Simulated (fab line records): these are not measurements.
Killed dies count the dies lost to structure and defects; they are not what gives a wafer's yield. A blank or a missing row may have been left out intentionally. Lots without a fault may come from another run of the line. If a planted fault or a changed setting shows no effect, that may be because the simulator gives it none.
Matching of chambers	flow gf180mcu	GF_V2_CMP_26 on cmp-02 has 4 sister chambers
The step polishes, stops on SiO2, t overpolish 15 s, target thk 0 nm. 14 wafers are shown with their chamber, then 7 later ones without.

== WAFERS PAIRED WITH THEIR CHAMBERS ==
wafer	chamber	motor-current-A (A)	time-to-endpoint-s (s)	overpolish-run-s (s)
L519.3	1	11.7	91	14.998
L519.5	1	11.7	94	14.993
L519.6	2	10.8	84	15.004
L520.1	2	11.4	82	15.011
L520.2	1	11.8	88	14.986
L520.6	0	10.6	87	15.011
L525.1	3	9.8	82	14.992
L525.4	0	10.5	91	14.987
L525.6	1	11.3	96	15.001
L524.2	3	10.2	85	14.979
L524.3	2	10.9	84	14.997
L524.4	0	10.9	89	14.997
L536.1	3	10.3	82	15.001
L536.2	1	12.2	93	15.000

SIGNATURES, as means of the wafers listed above
reading	chamber 0	chamber 1	chamber 2	chamber 3	scatter within a chamber
motor-current-A	10.667	11.740	11.033	10.100	0.291
time-to-endpoint-s	89.00	92.40	83.33	83.00	2.32
overpolish-run-s	14.99833	14.99560	15.00400	14.99067	0.00887
Rule: distance of a wafer from a chamber = root of the sum over the readings of ((wafer's reading minus chamber's mean) / reading's scatter) squared. If the next closest chamber is less than 2 further off than the closest, the wafer can't be placed; otherwise it belongs to the closest. The scatter is the square root of a quotient: the sum, over the shown wafers, of each reading's squared deviation from its chamber's mean, divided by wafers minus chambers.

== WAFERS WITH NO CHAMBER GIVEN ==
wafer	motor-current-A (A)	time-to-endpoint-s (s)	overpolish-run-s (s)
L536.6	10.2	83	14.980
L537.1	9.7	89	14.992
L537.2	12.1	93	14.995
L537.4	11.3	82	14.983
L540.1	10.2	86	15.013
L540.4	11.6	89	14.998
L540.5	9.9	85	15.008

== THE CHAMBER EACH PASSED THROUGH ==
wafer	from the rows above	in truth
L536.6	3	3
L537.1	can't be placed: 3 or 0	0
L537.2	1	1
L537.4	can't be placed: 2 or 0 or 3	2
L540.1	can't be placed: 0 or 3 or 2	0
L540.4	can't be placed: 1 or 2 or 0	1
L540.5	can't be placed: 3 or 0 or 2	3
Correctly placed: 2 of 7. Not placeable from these rows: 5 (in 5, the candidates include the true chamber). Number placed wrongly: 0.
